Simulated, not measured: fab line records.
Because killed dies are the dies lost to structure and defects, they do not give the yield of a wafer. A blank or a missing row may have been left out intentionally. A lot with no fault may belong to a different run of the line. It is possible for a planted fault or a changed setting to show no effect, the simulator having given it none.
Which of the tools did it?	flow gf180mcu	18 wafers from 6 lots sampled at 4 of the route's 602 steps

== WHAT THE GAUGES READ, wafer by wafer ==
GF_HV_LDD_RS_MEAS_53: measures by four-point-probe.
lot	measured	on	HV_LDD_RS (ohm/sq)
L473	day 12 17:03	film-metro-02	420.4 421.2 420.8
L475	day 13 15:47	film-metro-02	419.6 419.4 418.9
L481	day 15 10:08	film-metro-02	416.9 418.3 418.8
L485	day 16 19:20	film-metro-02	412.7 412.3 412.2
L493	day 19 14:17	film-metro-04	419.9 419.2 419.1
L495	day 20 05:02	film-metro-04	419.5 419.0 419.2

== WHAT TOOL EACH LOT RAN ON (gives the tool, then ch and the chambers of the sampled wafers, and finally the start) ==
lot	GF_POLY_GATE_STRIP_14	GF_HV_LDD_STRIP_10	GF_HV_LDD_IMPLANT_36
L473	plasma-asher-01 ch 0,1, day 9 10:40	plasma-asher-03 ch 0,1, day 10 07:54	implanter-04 ch 0, day 11 21:32
L475	plasma-asher-04 ch 0,1, day 10 08:24	plasma-asher-02 ch 0,1, day 11 03:41	implanter-02 ch 0, day 12 19:19
L481	plasma-asher-04 ch 0,1, day 11 20:51	plasma-asher-01 ch 0,1, day 12 18:53	implanter-04 ch 0, day 14 12:11
L485	plasma-asher-03 ch 0,1, day 13 02:58	plasma-asher-02 ch 0,1, day 14 01:26	implanter-04 ch 0, day 15 20:37
L493	plasma-asher-04 ch 0,1, day 15 09:37	plasma-asher-02 ch 0,1, day 16 13:20	implanter-04 ch 0, day 18 12:56
L495	plasma-asher-04 ch 0,1, day 16 02:46	plasma-asher-02 ch 0,1, day 17 04:20	implanter-04 ch 0, day 19 04:02
- GF_POLY_GATE_STRIP_14: strips in O2/N2.
- GF_HV_LDD_STRIP_10: strips in O2/N2.
- GF_HV_LDD_IMPLANT_36

== THE ANSWER, worked out from the rows above alone ==
Rule: what is usual is taken from the lots themselves. Put in order of their means at a reading, lots are off if they are a third of the lots or fewer, leave a main group of 4 or more, and stand apart from it by a gap of 3 or more times the standard deviation of the main group's means; of several such gaps the widest counts. Not used: any main group whose means are identical at the precision the tables above print for the reading. A lot without any number at a reading at which 4 lots or more have one is off too. Where the step has rows for the other lots, those lots are counted as sound.
Off: L485, at GF_HV_LDD_RS_MEAS_53 (HV_LDD_RS). The main group: mean 419.3 ohm/sq, standard deviation 0.89.
A tool fits if, at a process step before that reading, it ran every lot that is off, and no sound lot after the first of them. Those tools and the gauges at GF_HV_LDD_RS_MEAS_53 are tried in the same way. This does not decide it: 2 tools fit, namely plasma-asher-03 at GF_POLY_GATE_STRIP_14 and film-metro-02 at GF_HV_LDD_RS_MEAS_53.

== WHAT THE SIMULATOR HAD PUT IN ==
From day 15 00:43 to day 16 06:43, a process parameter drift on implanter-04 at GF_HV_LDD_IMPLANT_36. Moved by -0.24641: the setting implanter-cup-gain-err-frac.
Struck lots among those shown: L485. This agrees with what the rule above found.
